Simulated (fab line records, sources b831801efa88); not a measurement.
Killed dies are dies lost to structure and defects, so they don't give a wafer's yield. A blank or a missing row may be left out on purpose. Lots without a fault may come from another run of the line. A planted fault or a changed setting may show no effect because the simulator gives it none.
fab line records | flow sky130
record lots=24 wafers=72 last_day=50
route steps=708 shown METAL2@489 VIA2@522 METAL3@565 VIA3@576
lots that met no fault: from a run of the same line without faults
start_h: hours from the record's first day to the start of the lot's first wafer shown | wait_h: hours since the lot's step before | " the same as in the row above | L1.1+2: a row that stands for several wafers | - no value, or no start given | * or withheld: withheld | < > ~ a bound
route shown NAME@n: a module of which the file shows steps, and the number in the route of the first | usual: mean/standard deviation of fault-free wafers | same: alike in all rows | chamber/n: place in a boat | sites: the reading at each site | _std_site: their standard deviation | _edge_site: outer sites' mean less inner sites' | radius_mm: how far each site lies from the wafer's centre | mask NAME#n: copy n | behind: the tool/chamber that last shaped the wafer | hold: why the lot was held/for how many hours/how that ended | device: the transistor (n, p or np) that didn't switch | end of line: the same wafers' tests at the end of the route | a step without rows: its recipe alone | killed: dies lost to structure and defects at the first sort, not the wafer's yield | map: a wafer's dies, x killed, . not, _ none there
set.NAME: the setting as run; set.NAME@STEP: as run at that earlier step | model.NAME: the simulator's own value behind a step, which no gauge read
steps of the route over a sample of lots; a table a step, a row a wafer
services: from which hour (start_h, from the record's first day; less than 0 if before it) a tool's chamber was out of use, for how many hours, and why
## steps
# step SKY_METAL2_THK_MEAS_06
# recipe thk_meas_gauge=xrf reads=AlCu_of_METAL2_SPUTTER_02
# usual METAL2_ALCU_THK=249.4/2.9
# columns lot.wafer tool chamber start_h wait_h METAL2_ALCU_THK[nm]
L074.2 film_metro-01 - 797.99 0.1 250.3
L074.3 " - " " 250.3
L074.6 " - " " 252.6
L075.1 film_metro-01 - 802.77 0.1 251.7
L075.4 " - " " 249.5
L075.6 " - " " 248.2
L076.4 film_metro-04 - 811.17 0.1 256.0
L076.5 " - " " 253.0
L076.6 " - " " 252.7
L077.1 film_metro-01 - 816.60 0.1 250.5
L077.5 " - " " 249.9
L077.6 " - " " 250.4
L078.1 film_metro-04 - 829.40 0.1 246.4
L078.4 " - " " 247.7
L078.6 " - " " 248.5
L080.2 film_metro-02 - 842.94 0.1 251.6
L080.3 " - " " 251.1
L080.6 " - " " 253.2
L079.1 film_metro-01 - 847.03 0.1 248.0
L079.2 " - " " 246.7
L079.4 " - " " 246.4
L081.1 film_metro-04 - 856.79 0.1 251.6
L081.2 " - " " 253.2
L081.3 " - " " 249.5
L082.2 film_metro-01 - 866.75 0.1 245.1
L082.3 " - " " 244.4
L082.5 " - " " 244.6
L083.1 film_metro-01 - 875.96 0.1 250.8
L083.3 " - " " 250.5
L083.5 " - " " 250.0
L085.3 film_metro-02 - 879.41 0.1 252.5
L085.4 " - " " 250.5
L085.6 " - " " 252.4
L084.1 film_metro-01 - 880.03 0.1 245.9
L084.3 " - " " 244.0
L084.6 " - " " 243.6
L086.1 film_metro-01 - 895.73 0.1 248.9
L086.4 " - " " 250.1
L086.6 " - " " 249.4
L087.3 film_metro-04 - 904.02 0.1 247.1
L087.5 " - " " 248.4
L087.6 " - " " 249.2
L088.1 film_metro-01 - 905.44 0.1 247.2
L088.5 " - " " 244.5
L088.6 " - " " 247.3
L089.1 film_metro-01 - 913.31 0.1 249.1
L089.2 " - " " 244.2
L089.4 " - " " 247.7
L090.2 film_metro-01 - 923.68 0.1 245.1
L090.3 " - " " 248.2
L090.5 " - " " 249.0
L091.2 film_metro-04 - 923.98 0.1 251.4
L091.3 " - " " 252.0
L091.6 " - " " 251.3
L092.4 film_metro-04 - 930.47 0.1 247.5
L092.5 " - " " 248.3
L092.6 " - " " 250.1
L093.3 film_metro-04 - 941.49 0.1 247.8
L093.4 " - " " 248.7
L093.6 " - " " 247.2
L094.3 film_metro-01 - 953.87 0.1 253.1
L094.4 " - " " 248.7
L094.5 " - " " 251.9
L095.3 film_metro-02 - 956.79 0.1 256.6
L095.4 " - " " 255.3
L095.6 " - " " 253.6
L097.2 film_metro-01 - 959.10 0.1 248.1
L097.3 " - " " 247.3
L097.5 " - " " 246.9
L096.2 film_metro-02 - 962.28 0.1 253.6
L096.5 " - " " 251.7
L096.6 " - " " 251.5
# step SKY_VIA2_ETCH_15
# recipe target=SiO2 chemistry=C4F8/O2/Ar target_depth_nm=546 stop_on=TiN mask_material=KrF-thick source_w=1500 bias_w=1200 pressure_mtorr=40 c4f8_flow_sccm=withheld O2_flow_sccm=6 Ar_flow_sccm=300 time_s=84
# usual oes_product_au=0.939/0.0041
# same time_s=84
# columns lot.wafer tool chamber start_h wait_h oes_product_au rf_hours_counter_h
L074.2 rie_diel-02 2 852.66 0.0 0.939 13
L074.3 " 3 " " 0.939 16
L074.6 " 0 " " 0.938 -
L075.1 rie_diel-02 3 856.50 0.0 0.937 16
L075.4 " 0 " " 0.944 24
L075.6 " 0 " " 0.940 -
L076.4 rie_diel-02 0 865.19 0.0 0.939 -
L076.5 " 3 " " 0.940 -
L076.6 " 2 " " 0.939 -
L077.1 rie_diel-04 3 870.10 0.0 0.942 13
L077.5 " 1 " " 0.940 -
L077.6 " 0 " " 0.945 -
L078.1 rie_diel-04 1 882.58 0.0 0.938 9
L078.4 " 2 " " 0.939 4
L078.6 " 1 " " 0.936 -
L080.2 rie_diel-02 0 896.56 0.0 0.939 25
L080.3 " 3 " " 0.943 18
L080.6 " 0 " " 0.937 -
L079.1 rie_diel-01 1 900.76 0.0 0.937 18
L079.2 " 3 " " 0.936 5
L079.4 " 2 " " 0.939 3
L081.1 rie_diel-01 0 909.36 0.0 0.942 24
L081.2 " 1 " " 0.937 18
L081.3 " 2 " " 0.942 3
L082.2 rie_diel-01 1 918.98 0.0 0.942 19
L082.3 " 3 " " 0.939 6
L082.5 " 1 " " 0.942 -
L083.1 rie_diel-01 2 928.26 0.0 0.942 3
L083.3 " 0 " " 0.939 25
L083.5 " 2 " " 0.939 -
L085.3 rie_diel-02 1 931.66 0.0 0.938 9
L085.4 " 0 " " 0.940 27
L085.6 " 2 " " 0.936 -
L084.1 rie_diel-01 1 932.55 0.0 0.938 19
L084.3 " 0 " " 0.938 25
L084.6 " 1 " " 0.939 -
L086.1 rie_diel-01 2 946.85 0.0 0.933 4
L086.4 " 0 " " 0.935 25
L086.6 " 1 " " 0.937 -
L087.3 rie_diel-01 0 955.86 0.0 0.943 25
L087.5 " 2 " " 0.932 -
L087.6 " 0 " " 0.940 -
L088.1 rie_diel-01 2 957.20 0.0 0.930 4
L088.5 " 0 " " 0.941 -
L088.6 " 2 " " 0.942 -
L089.1 rie_diel-01 1 964.21 0.0 0.942 20
L089.2 " 0 " " 0.938 26
L089.4 " 0 " " 0.939 -
L090.2 rie_diel-02 1 973.63 0.0 0.939 11
L090.3 " 3 " " 0.943 21
L090.5 " 2 " " 0.934 -
L091.2 rie_diel-01 1 973.70 0.0 0.948 20
L091.3 " 2 " " 0.939 5
L091.6 " 0 " " 0.946 -
L092.4 rie_diel-04 0 981.41 0.0 0.946 13
L092.5 " 3 " " 0.939 -
L092.6 " 2 " " 0.936 -
L093.3 rie_diel-01 2 991.36 0.1 0.930 -
L093.4 " 1 " " 0.944 -
L093.6 " 1 " " 0.951 -
L094.3 rie_diel-04 2 1002.38 0.0 0.936 8
L094.4 " 0 " " 0.939 13
L094.5 " 3 " " 0.945 -
L095.3 rie_diel-01 0 1006.05 0.0 0.938 27
L095.4 " 2 " " 0.941 -
L095.6 " 1 " " 0.938 -
L097.2 rie_diel-04 3 1007.85 0.0 0.937 16
L097.3 " 2 " " 0.934 8
L097.5 " 2 " " 0.940 -
L096.2 rie_diel-01 0 1010.11 0.0 0.942 27
L096.5 " 2 " " 0.942 -
L096.6 " 1 " " 0.940 -
# step SKY_METAL3_DESCUM_15
# recipe chemistry=O2 source_power_w=150 bias_power_w=0 pressure_mtorr=10 temp_c=40 time_s=8
# usual drypump_motor_current_A=5.5/0.6 oes_product_au=1.000/0.0095 temp_c=40.01/0.11
# same time_s=8
# columns lot.wafer tool chamber start_h wait_h drypump_motor_current_A oes_product_au rf_hours_counter_h temp_c
L074.2 rie_metal-01 0 907.16 0.0 6.4 0.984 16 40.00
L074.3 " 0 " " 6.4 0.984 - 39.87
L074.6 " 0 " " 6.4 0.981 - 40.01
L075.1 rie_metal-02 0 910.14 0.0 5.3 1.013 7 40.01
L075.4 " 0 " " 5.3 1.007 - 40.04
L075.6 " 1 " " 5.4 1.011 - 39.99
L076.4 rie_metal-01 1 918.62 0.0 4.9 0.998 - 40.08
L076.5 " 1 " " 4.9 0.990 - 39.99
L076.6 " 1 " " 4.9 0.996 - 40.07
L077.1 rie_metal-01 1 923.26 0.0 4.9 0.992 7 39.97
L077.5 " 1 " " 4.9 0.987 - 39.88
L077.6 " 1 " " 4.9 0.994 - 39.90
L078.1 rie_metal-01 1 935.01 0.0 4.9 0.992 8 40.04
L078.4 " 1 " " 4.9 0.994 - 40.05
L078.6 " 1 " " 4.9 0.996 - 40.13
L080.2 rie_metal-01 0 949.04 0.0 6.4 1.002 0 40.00
L080.3 " 0 " " 6.4 0.998 - 40.08
L080.6 " 1 " " 4.9 0.991 - 39.93
L079.1 rie_metal-04 0 953.17 0.0 5.7 1.000 9 40.04
L079.2 " 1 " " 6.2 1.002 14 40.02
L079.4 " 1 " " 6.2 1.003 - 39.92
L081.1 rie_metal-01 0 961.36 0.0 6.4 1.003 1 40.11
L081.2 " 1 " " 4.9 1.005 10 40.19
L081.3 " 1 " " 4.9 0.997 - 39.92
L082.2 rie_metal-02 0 970.41 0.0 5.3 1.015 10 40.22
L082.3 " 0 " " 5.3 1.006 - 40.06
L082.5 " 1 " " 5.4 1.013 - 39.97
L083.1 rie_metal-04 1 979.79 0.0 6.2 0.999 15 40.01
L083.3 " 1 " " 6.2 0.999 - 40.14
L083.5 " 0 " " 5.7 0.999 - 40.00
L085.3 rie_metal-04 1 982.65 0.0 6.2 1.000 - 39.92
L085.4 " 0 " " 5.7 1.009 - 40.06
L085.6 " 0 " " 5.6 1.008 - 40.21
L084.1 rie_metal-02 1 984.02 0.0 5.4 1.010 22 40.08
L084.3 " 1 " " 5.4 1.005 - 40.00
L084.6 " 0 " " 5.3 1.003 - 39.99
L086.1 rie_metal-01 1 997.62 0.0 4.9 0.979 11 39.96
L086.4 " 0 " " 6.4 0.996 - 39.97
L086.6 " 1 " " 4.9 0.997 - 39.97
L087.3 rie_metal-02 1 1005.48 0.0 5.4 1.016 - 40.20
L087.5 " 0 " " 5.3 1.014 - 40.09
L087.6 " 1 " " 5.4 1.009 - 40.16
L088.1 rie_metal-01 0 1007.14 0.0 6.4 1.004 3 40.11
L088.5 " 0 " " 6.4 0.996 - 40.08
L088.6 " 1 " " 4.9 0.990 - 40.25
L089.1 rie_metal-02 0 1014.26 0.0 5.3 1.009 13 39.93
L089.2 " 0 " " 5.3 1.015 - 40.04
L089.4 " 0 " " 5.3 1.018 - 39.86
L090.2 rie_metal-01 1 1022.02 0.0 4.9 1.001 13 40.04
L090.3 " 1 " " 4.9 0.992 - 40.10
L090.5 " 0 " " 6.4 1.003 - 40.17
L091.2 rie_metal-01 0 1022.69 0.0 6.4 0.995 4 40.02
L091.3 " 1 " " 4.9 0.994 - 40.09
L091.6 " 0 " " 6.4 1.003 - 39.85
L092.4 rie_metal-01 0 1029.75 0.0 6.5 0.992 - 39.74
L092.5 " 0 " " 6.4 0.998 - 39.92
L092.6 " 1 " " 4.9 0.995 - 39.73
L093.3 rie_metal-02 0 1039.07 0.0 5.3 1.011 - 39.88
L093.4 " 1 " " 5.4 1.006 - 40.15
L093.6 " 0 " " 5.3 1.014 - 39.92
L094.3 rie_metal-02 1 1050.45 0.0 5.4 1.012 - 39.84
L094.4 " 0 " " 5.3 1.017 - 40.09
L094.5 " 0 " " 5.3 1.011 - 40.01
L095.3 rie_metal-01 1 1053.05 0.0 4.9 0.990 - 39.88
L095.4 " 0 " " 6.4 1.002 - 40.14
L095.6 " 1 " " 4.9 0.998 - 40.14
L097.2 rie_metal-01 1 1055.67 0.0 4.9 0.989 15 39.89
L097.3 " 0 " " 6.4 0.992 - 39.78
L097.5 " 0 " " 6.4 0.993 - 40.00
L096.2 rie_metal-04 1 1057.29 0.0 6.2 1.003 21 39.95
L096.5 " 1 " " 6.2 0.992 - 40.21
L096.6 " 0 " " 5.7 0.991 - 39.93
# step SKY_METAL3_STRIP_19
# recipe chemistry=O2/N2 power_w=1400 pressure_mtorr=1500 platen_temp_c=withheld o2_flow_sccm=3000 n2_flow_sccm=300 overash_fraction=0.5
# usual drypump_motor_current_A=5.9/0.54 n2_flow_sccm=300.0/0.78 oes_product_au=0.501/0.0056 strip_time_to_endpoint_s=6.51/0.082
# same overash_fraction=0.5
# columns lot.wafer tool chamber start_h wait_h drypump_motor_current_A n2_flow_sccm oes_product_au rf_hours_counter_h strip_time_to_endpoint_s
L074.2 plasma_asher-04 0 907.49 0.1 5.7 299.6 0.502 11 6.41
L074.3 " 1 " " 6.1 299.7 0.508 - 6.47
L074.6 " 1 " " 6.1 299.7 0.498 - 6.48
L075.1 plasma_asher-02 0 910.47 0.1 5.3 300.7 0.496 112 6.51
L075.4 " 1 " " 5.1 299.4 0.509 - 6.64
L075.6 " 0 " " 5.3 300.7 0.503 - 6.53
L076.4 plasma_asher-02 0 919.08 0.1 5.3 298.5 0.500 - 6.48
L076.5 " 0 " " 5.3 300.2 0.494 - 6.47
L076.6 " 1 " " 5.0 300.0 0.507 - 6.49
L077.1 plasma_asher-04 0 923.72 0.1 5.7 300.7 0.493 13 6.46
L077.5 " 1 " " 6.1 301.2 0.488 - 6.36
L077.6 " 0 " " 5.7 300.1 0.497 - 6.34
L078.1 plasma_asher-02 0 935.47 0.1 5.3 298.9 0.509 114 6.49
L078.4 " 1 " " 5.1 299.6 0.506 - 6.44
L078.6 " 0 " " 5.3 299.4 0.507 - 6.46
L080.2 plasma_asher-01 0 949.37 0.1 6.7 301.0 0.490 85 6.36
L080.3 " 1 " " 5.8 298.9 0.488 - 6.33
L080.6 " 1 " " 5.8 298.6 0.496 - 6.37
L079.1 plasma_asher-04 0 953.49 0.1 5.7 299.8 0.495 16 6.45
L079.2 " 1 " " 6.1 301.4 0.496 16 6.42
L079.4 " 1 " " 6.1 301.4 0.495 - 6.48
L081.1 plasma_asher-02 0 961.69 0.1 5.3 299.3 0.503 117 6.51
L081.2 " 1 " " 5.1 300.1 0.500 117 6.53
L081.3 " 1 " " 5.1 301.6 0.498 - 6.50
L082.2 plasma_asher-01 1 970.74 0.1 5.8 300.3 0.503 88 6.57
L082.3 " 1 " " 5.8 298.2 0.507 - 6.50
L082.5 " 1 " " 5.8 299.3 0.495 - 6.53
L083.1 plasma_asher-01 1 980.12 0.1 5.8 300.5 0.496 88 6.47
L083.3 " 1 " " 5.8 299.8 0.502 - 6.39
L083.5 " 0 " " 6.7 299.7 0.491 - 6.39
L085.3 plasma_asher-01 0 983.00 0.1 6.7 301.3 0.503 - 6.67
L085.4 " 1 " " 5.8 299.4 0.505 - 6.56
L085.6 " 1 " " 5.8 298.9 0.501 - 6.55
L084.1 plasma_asher-04 0 984.34 0.1 5.7 297.9 0.511 19 6.62
L084.3 " 0 " " 5.7 298.3 0.501 - 6.60
L084.6 " 1 " " 6.1 299.9 0.506 - 6.54
L086.1 plasma_asher-02 0 997.94 0.1 5.3 301.1 0.505 119 6.50
L086.4 " 1 " " 5.1 298.3 0.507 - 6.50
L086.6 " 1 " " 5.1 300.3 0.499 - 6.55
L087.3 plasma_asher-01 1 1005.83 0.1 5.8 301.1 0.496 - 6.51
L087.5 " 0 " " 6.7 298.4 0.501 - 6.53
L087.6 " 1 " " 5.8 300.5 0.503 - 6.61
L088.1 plasma_asher-04 1 1007.47 0.1 6.1 299.4 0.504 22 6.51
L088.5 " 1 " " 6.1 300.8 0.502 - 6.53
L088.6 " 0 " " 5.7 299.6 0.505 - 6.47
L089.1 plasma_asher-01 1 1014.72 0.1 5.8 301.2 0.503 92 6.63
L089.2 " 0 " " 6.7 299.8 0.499 92 6.58
L089.4 " 1 " " 5.8 299.9 0.501 - 6.58
L090.2 plasma_asher-01 0 1022.34 0.1 6.8 300.5 0.503 93 6.60
L090.3 " 1 " " 5.8 301.5 0.504 - 6.58
L090.5 " 1 " " 5.8 301.0 0.505 - 6.55
L091.2 plasma_asher-01 0 1023.02 0.1 6.7 300.2 0.501 93 6.55
L091.3 " 1 " " 5.8 299.9 0.503 - 6.57
L091.6 " 0 " " 6.7 300.7 0.501 - 6.53
L092.4 plasma_asher-01 1 1030.11 0.1 5.8 300.0 0.515 - 6.61
L092.5 " 1 " " 5.8 301.0 0.512 - 6.55
L092.6 " 0 " " 6.8 299.9 0.510 - 6.56
L093.3 plasma_asher-04 0 1039.42 0.1 5.7 299.5 0.510 - 6.64
L093.4 " 1 " " 6.1 299.9 0.502 - 6.60
L093.6 " 1 " " 6.1 300.4 0.505 - 6.52
L094.3 plasma_asher-04 0 1050.80 0.1 5.7 299.3 0.497 - 6.58
L094.4 " 1 " " 6.1 300.0 0.505 - 6.64
L094.5 " 1 " " 6.1 300.1 0.502 - 6.58
L095.3 plasma_asher-01 1 1053.40 0.1 5.8 299.5 0.508 - 6.57
L095.4 " 0 " " 6.8 299.5 0.502 - 6.53
L095.6 " 0 " " 6.8 300.3 0.512 - 6.58
L097.2 plasma_asher-04 1 1055.99 0.1 6.1 299.8 0.494 27 6.43
L097.3 " 0 " " 5.7 300.4 0.503 - 6.43
L097.5 " 1 " " 6.0 299.2 0.494 - 6.43
L096.2 plasma_asher-01 1 1057.62 0.1 5.8 300.1 0.496 97 6.49
L096.5 " 1 " " 5.8 300.4 0.507 - 6.40
L096.6 " 0 " " 6.7 299.4 0.492 - 6.42
# step SKY_VIA3_BOW_MEAS_03
# recipe mode=bow
# usual VIA3_BOW=78/8.7
# columns lot.wafer tool chamber start_h wait_h VIA3_BOW[um]
L074.2 film_metro-03 - 908.63 0.1 76
L074.3 " - " " 82
L074.6 " - " " 74
L075.1 film_metro-02 - 911.60 0.1 83
L075.4 " - " " 82
L075.6 " - " " 92
L076.4 film_metro-04 - 920.23 0.3 84
L076.5 " - " " 61
L076.6 " - " " 70
L077.1 film_metro-02 - 924.88 0.2 75
L077.5 " - " " 83
L077.6 " - " " 74
L078.1 film_metro-04 - 936.59 0.1 66
L078.4 " - " " 82
L078.6 " - " " 72
L080.2 film_metro-03 - 950.51 0.3 79
L080.3 " - " " 85
L080.6 " - " " 84
L079.1 film_metro-04 - 954.63 0.1 85
L079.2 " - " " 80
L079.4 " - " " 68
L081.1 film_metro-02 - 962.82 0.2 77
L081.2 " - " " 82
L081.3 " - " " 85
L082.2 film_metro-04 - 971.92 0.1 95
L082.3 " - " " 89
L082.5 " - " " 84
L083.1 film_metro-04 - 981.28 0.2 71
L083.3 " - " " 79
L083.5 " - " " 82
L085.3 film_metro-02 - 984.20 0.3 87
L085.4 " - " " 98
L085.6 " - " " 87
L084.1 film_metro-04 - 985.53 0.2 73
L084.3 " - " " 60
L084.6 " - " " 66
L086.1 film_metro-04 - 999.11 0.2 66
L086.4 " - " " 73
L086.6 " - " " 64
L087.3 film_metro-02 - 1007.04 0.2 72
L087.5 " - " " 82
L087.6 " - " " 89
L088.1 film_metro-03 - 1008.67 0.2 82
L088.5 " - " " 76
L088.6 " - " " 72
L089.1 film_metro-02 - 1015.84 0.1 71
L089.2 " - " " 71
L089.4 " - " " 64
L090.2 film_metro-04 - 1023.48 0.3 73
L090.3 " - " " 79
L090.5 " - " " 69
L091.2 film_metro-03 - 1024.29 0.3 96
L091.3 " - " " 69
L091.6 " - " " 80
L092.4 film_metro-03 - 1031.27 0.3 88
L092.5 " - " " 86
L092.6 " - " " 86
L093.3 film_metro-04 - 1040.55 0.2 55
L093.4 " - " " 70
L093.6 " - " " 66
L094.3 film_metro-04 - 1052.33 0.2 67
L094.4 " - " " 76
L094.5 " - " " 95
L095.3 film_metro-02 - 1055.36 0.2 83
L095.4 " - " " 78
L095.6 " - " " 69
L097.2 film_metro-03 - 1057.13 0.2 62
L097.3 " - " " 68
L097.5 " - " " 67
L096.2 film_metro-04 - 1058.99 0.2 76
L096.5 " - " " 68
L096.6 " - " " 85
# step SKY_VIA3_CD_MEAS_12
# recipe target_cd_nm=200
# usual cd_nm=200.2/1.6
# columns lot.wafer tool chamber start_h wait_h cd_nm
L074.2 cd_sem-01 - 933.10 - 197.4
L074.3 " - " " 199.1
L074.6 " - " " 198.6
L075.1 cd_sem-01 - 936.16 - 202.6
L075.4 " - " " 201.4
L075.6 " - " " 200.8
L076.4 cd_sem-01 - 944.74 - 199.0
L076.5 " - " " 199.1
L076.6 " - " " 198.7
L077.1 cd_sem-02 - 950.03 - 202.8
L077.5 " - " " 202.4
L077.6 " - " " 204.0
L078.1 cd_sem-02 - 961.81 - 200.1
L078.4 " - " " 200.2
L078.6 " - " " 200.1
L080.2 cd_sem-01 - 974.13 - 199.4
L080.3 " - " " 198.9
L080.6 " - " " 198.8
L079.1 cd_sem-02 - 978.38 - 200.2
L079.2 " - " " 200.8
L079.4 " - " " 200.2
L081.1 cd_sem-02 - 986.71 - 200.4
L081.2 " - " " 200.6
L081.3 " - " " 200.5
L082.2 cd_sem-02 - 995.68 - 197.7
L082.3 " - " " 197.9
L082.5 " - " " 198.8
L083.1 cd_sem-01 - 1004.66 - 202.5
L083.3 " - " " 202.8
L083.5 " - " " 203.0
L085.3 cd_sem-01 - 1007.30 - 200.1
L085.4 " - " " 201.0
L085.6 " - " " 200.5
L084.1 cd_sem-01 - 1008.73 - 199.8
L084.3 " - " " 199.4
L084.6 " - " " 199.8
L086.1 cd_sem-02 - 1022.46 - 198.8
L086.4 " - " " 197.8
L086.6 " - " " 197.0
L087.3 cd_sem-02 - 1029.85 - 201.0
L087.5 " - " " 202.3
L087.6 " - " " 201.5
L088.1 cd_sem-01 - 1031.71 - 201.1
L088.5 " - " " 201.0
L088.6 " - " " 198.6
L089.1 cd_sem-02 - 1039.06 - 201.6
L089.2 " - " " 202.1
L089.4 " - " " 201.6
L090.2 cd_sem-02 - 1046.43 - 199.2
L090.3 " - " " 201.0
L090.5 " - " " 199.6
L091.2 cd_sem-01 - 1046.78 - 200.7
L091.3 " - " " 200.5
L091.6 " - " " 199.9
L092.4 cd_sem-02 - 1053.29 - 198.8
L092.5 " - " " 199.2
L092.6 " - " " 200.7
L093.3 cd_sem-01 - 1061.90 - 198.6
L093.4 " - " " 199.1
L093.6 " - " " 199.1
L094.3 cd_sem-02 - 1073.73 - 202.6
L094.4 " - " " 201.3
L094.5 " - " " 203.1
L095.3 cd_sem-02 - 1076.90 - 198.8
L095.4 " - " " 199.9
L095.6 " - " " 199.6
L097.2 cd_sem-02 - 1078.56 - 199.4
L097.3 " - " " 199.4
L097.5 " - " " 199.6
L096.2 cd_sem-01 - 1080.88 - 197.8
L096.5 " - " " 199.0
L096.6 " - " " 197.9
## services
# columns tool chamber start_h hours kind
rie_diel-01 - 845.61 15.4 repair
rie_diel-04 3 853.60 5.3 repair
rie_diel-04 2 859.43 5.2 repair
rie_diel-04 1 862.74 3.2 repair
rie_diel-02 1 864.97 4.3 repair
plasma_asher-01 - 881.74 2.8 pm
rie_metal-04 0 889.75 2.5 repair
rie_diel-01 3 891.22 4.3 repair
rie_diel-04 0 929.67 6.4 repair
rie_diel-01 3 947.52 70.4 repair
rie_diel-04 1 958.76 5.8 repair
plasma_asher-04 - 970.87 0.9 repair
rie_diel-02 3 974.70 17.3 repair
rie_metal-01 - 975.43 2.8 pm
rie_diel-01 0 976.53 17.7 repair
rie_diel-02 2 981.15 3.7 repair
plasma_asher-02 - 982.51 10.2 repair
plasma_asher-02 - 1012.39 35.4 repair
plasma_asher-02 - 1019.28 2.9 repair
rie_diel-04 1 1030.43 10.5 repair
rie_diel-04 2 1037.06 13.9 repair
rie_diel-01 - 1049.40 1.9 repair
plasma_asher-01 - 1054.59 1.3 repair
plasma_asher-02 - 1055.25 9.0 pm
## key
fault none
